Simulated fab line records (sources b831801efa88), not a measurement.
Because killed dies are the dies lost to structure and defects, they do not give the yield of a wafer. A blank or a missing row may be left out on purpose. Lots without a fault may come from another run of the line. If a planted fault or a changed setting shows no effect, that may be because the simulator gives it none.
The tool behind it: which one? | flow sfq line | 21 wafers from 7 lots sampled at 2 of the route's 325 steps

## WHAT EACH GAUGE READ, for each wafer
SFQ_M4_RS_MEAS_924: measurement is done with a four-point probe.
lot  | measured     | on            | M4_NB_RS (ohm/sq)
L373 | day 33 15:34 | film metro-03 | 0.890 0.919 0.902
L376 | day 34 23:20 | film metro-01 | 0.899 0.900 0.894
L378 | day 35 23:22 | film metro-03 | 0.888 0.903 0.897
L383 | day 37 09:29 | film metro-03 | 0.883 0.894 0.900
L385 | day 38 10:31 | film metro-03 | 0.887 0.878 0.887
L387 | day 39 02:40 | film metro-03 | 0.895 0.885 0.901
L390 | day 40 13:37 | film metro-01 | 0.874 0.881 0.898

## TOOL THAT RAN EACH LOT (tool first, then ch and the chambers of the sampled wafers, then the start)
lot  | SFQ_TRILAYER_M4_DEP_SPUTTER_091
L373 | pvd sputter-04, day 33 15:28
L376 | pvd sputter-06, day 34 23:14
L378 | pvd sputter-05, day 35 23:14
L383 | pvd sputter-04, day 37 09:22
L385 | pvd sputter-06, day 38 10:23
L387 | pvd sputter-05, day 39 02:34
L390 | pvd sputter-05, day 40 13:31
- SFQ_TRILAYER_M4_DEP_SPUTTER_091: material Nb, target thk 200 nm, time 133.3 s.

## THE ANSWER, worked out from the rows above alone
Rule: the usual values come from the lots themselves. Put in order of their means at a reading, lots are off if they are a third of the lots or fewer, leave a main group of 4 or more, and stand apart from it by a gap of 3 or more times the standard deviation of the main group's means; of several such gaps the widest counts. If all means in a main group match to the digits the tables above print for the reading, that group is not used. A lot without any number at a reading at which 4 lots or more have one is off too. All remaining lots with rows at the step are treated as sound.
Across all readings shown, no lot is off: no conclusion can be drawn from this.

## WHAT HAD BEEN PUT IN BY THE SIMULATOR
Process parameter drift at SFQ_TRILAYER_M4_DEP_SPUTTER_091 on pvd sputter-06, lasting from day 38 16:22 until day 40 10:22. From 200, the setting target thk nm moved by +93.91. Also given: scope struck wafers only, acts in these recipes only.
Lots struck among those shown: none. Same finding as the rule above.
